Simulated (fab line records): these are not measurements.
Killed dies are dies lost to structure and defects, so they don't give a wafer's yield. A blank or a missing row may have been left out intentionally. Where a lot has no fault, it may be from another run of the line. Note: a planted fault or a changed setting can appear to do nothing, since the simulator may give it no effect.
8D (eight disciplines) problem report, filled in by code | flow gf180mcu | the parts of the form that need people (team, actions taken, sign-off) are left out

## 1. WHAT IS WRONG
At GF_VT_IMPLANT_IMPLANT_30, beam_energy_keV averages 25.690 over 6 wafers from 2 lots, while fault-free wafers read 25.000, standard deviation 0.008. That is +86 standard deviations from the usual mean.
Earliest sighting: wafer L271.3 on implanter-04 at day 9 16:17. At this step, 18 wafers from 6 lots have a number in the record. Rule for "out", or "out of limits": more than 4 standard deviations from the usual mean. All remaining wafers that have a number are taken as sound.

## 2. WHAT IT IS, WHAT IT ISN'T
question                    | is                     | is not
which readings at this step | beam_energy_keV        | dose_ions_cm2
which lots                  | L271, L275             | L261, L268, L281, L284
which wafers of those lots  | all that have a number | -
read on which tools         | implanter-04           | implanter-01
when                        | from day 9 16:17       | up to then (6 sound wafers); but 6 sound wafers of L281, L284 came after

## 3. WHAT RULES OUT EACH SUSPECT
Counting: a tool stays on the suspect list if, at a process step up to the reading, it processed all lots that are out and no sound lot following the first of them.
- plasma_asher-04 at GF_VT_IMPLANT_STRIP_20 (strips in O2/N2): kept. Every lot that is out went through it, starting with L271 (day 8 23:02), and after that it ran no sound lot; the last sound lot it ran before then is L261 (day 6 05:27).
- implanter-04 at GF_VT_IMPLANT_IMPLANT_30: ruled out as a lasting fault. The sound lots L284 went through it after L271, its earliest lot that is out (day 9 16:17).
Left after counting: plasma_asher-04 at GF_VT_IMPLANT_STRIP_20.

## 4. THE CAUSE (what the simulator had put in)
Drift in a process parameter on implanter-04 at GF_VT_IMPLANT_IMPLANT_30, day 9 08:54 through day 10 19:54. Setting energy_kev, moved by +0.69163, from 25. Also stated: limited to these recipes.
Counting ruled it out, wrongly.

## 5. THE CHAIN OF EFFECTS, in route order
Each row: a reading where the mean over the struck wafers with a number is more than 3 standard deviations away from the usual. Only readings for which the record gives a usual standard deviation are gone through. hours: the time from each lot's start at the first step in this table that gives one to its start at this step, as a median over the lots. sigmas: the change in usual standard deviations.
hours | step                     | reading         | usual  | on struck wafers | change | sigmas
0     | GF_VT_IMPLANT_IMPLANT_30 | beam_energy_keV | 25.000 | 25.690           | +0.690 | +86
Here are the process steps it includes:
- GF_VT_IMPLANT_IMPLANT_30

## 6. HOW IT WOULD HAVE BEEN CAUGHT EARLIER
In this record the first reading out of limits was taken at day 9 16:17, 7 hours after the fault began at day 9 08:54.
